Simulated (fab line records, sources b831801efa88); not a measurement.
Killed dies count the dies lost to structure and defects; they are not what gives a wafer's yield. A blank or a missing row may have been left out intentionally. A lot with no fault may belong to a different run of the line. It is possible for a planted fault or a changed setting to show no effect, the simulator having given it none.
2 desks, one fault :: flow sky130 :: each desk has only its own numbers; what lay behind them comes last

== DESK OF THE TOOL OWNER: litho-track-02 ==
Per lot that ran on this tool, the mean of the sampled wafers carrying a number, from the tool's own readings at SKY_METAL1_SOFTBAKE_11 (time 90 s). A lot is out of limits, marked OUT, if its mean lies more than 4 standard deviations from the usual mean; the brackets give that distance.
Columns: A = heater-power-total-W at SKY_METAL1_SOFTBAKE_11, usual 57.36 W; B = plate-temp-C at SKY_METAL1_SOFTBAKE_11, usual 99.99 C
lot: L932
first seen here: day 34 04:00
A: 57.32
B: 100.04

lot: L937
first seen here: day 34 17:00
A: 56.27 (-9.9) OUT
B: 98.58 (-11) OUT

lot: L940
first seen here: day 35 06:00
A: 56.32 (-9.5) OUT
B: 98.50 (-11) OUT
This desk's finding: out of limits on L937, L940; first on L937, day 34 17:00 (heater-power-total-W at SKY_METAL1_SOFTBAKE_11). Within limits: L932.

== AT THE METROLOGY DESK ==
What the gauges read, lot by lot, whatever tool the lot ran on: means of the sampled wafers that have a number. A lot is out of limits, marked OUT, if its mean lies more than 4 standard deviations from the usual mean; the brackets give that distance.
Columns: A = CONTACT_CVD_00_THK at SKY_CONTACT_THK_MEAS_01, usual 75.2 nm
lot: L932
first seen here: day 32 10:09
A: 73.2

lot: L937
first seen here: day 32 22:30
A: 75.8

lot: L940
first seen here: day 33 11:14
A: 76.0

lot: L942
first seen here: day 34 06:34
A: 75.6

lot: L945
first seen here: day 34 23:34
A: 75.3

lot: L946
first seen here: day 35 05:32
A: 74.6

lot: L949
first seen here: day 36 04:50
A: 74.6

lot: L950
first seen here: day 36 12:29
A: 75.9

lot: L951
first seen here: day 36 20:03
A: 76.2

lot: L952
first seen here: day 37 08:40
A: 75.8

lot: L953
first seen here: day 37 13:34
A: 75.9

lot: L954
first seen here: day 37 15:30
A: 74.9

lot: L955
first seen here: day 38 00:22
A: 75.5
This desk's verdict: no lot among the 13 shows anything out of limits.

== ALL TOGETHER ==
On L937, L940, at day 34 17:00, an alarm was possible from the tool owner's desk.
Nothing out of limits was seen by the metrology desk.
The metrology desk holds a record of L937, L940, inside its limits.
SKY_METAL1_SOFTBAKE_11 was run on litho-track-02 by each of the lots named.

== WHAT WAS PUT IN BY THE SIMULATOR ==
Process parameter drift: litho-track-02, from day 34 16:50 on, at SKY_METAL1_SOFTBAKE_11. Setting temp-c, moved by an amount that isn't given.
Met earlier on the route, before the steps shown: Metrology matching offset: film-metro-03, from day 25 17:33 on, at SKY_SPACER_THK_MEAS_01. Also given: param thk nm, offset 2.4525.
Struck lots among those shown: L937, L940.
Hours from the fault's start to each desk's first reading out of limits: the tool owner's desk, 0.
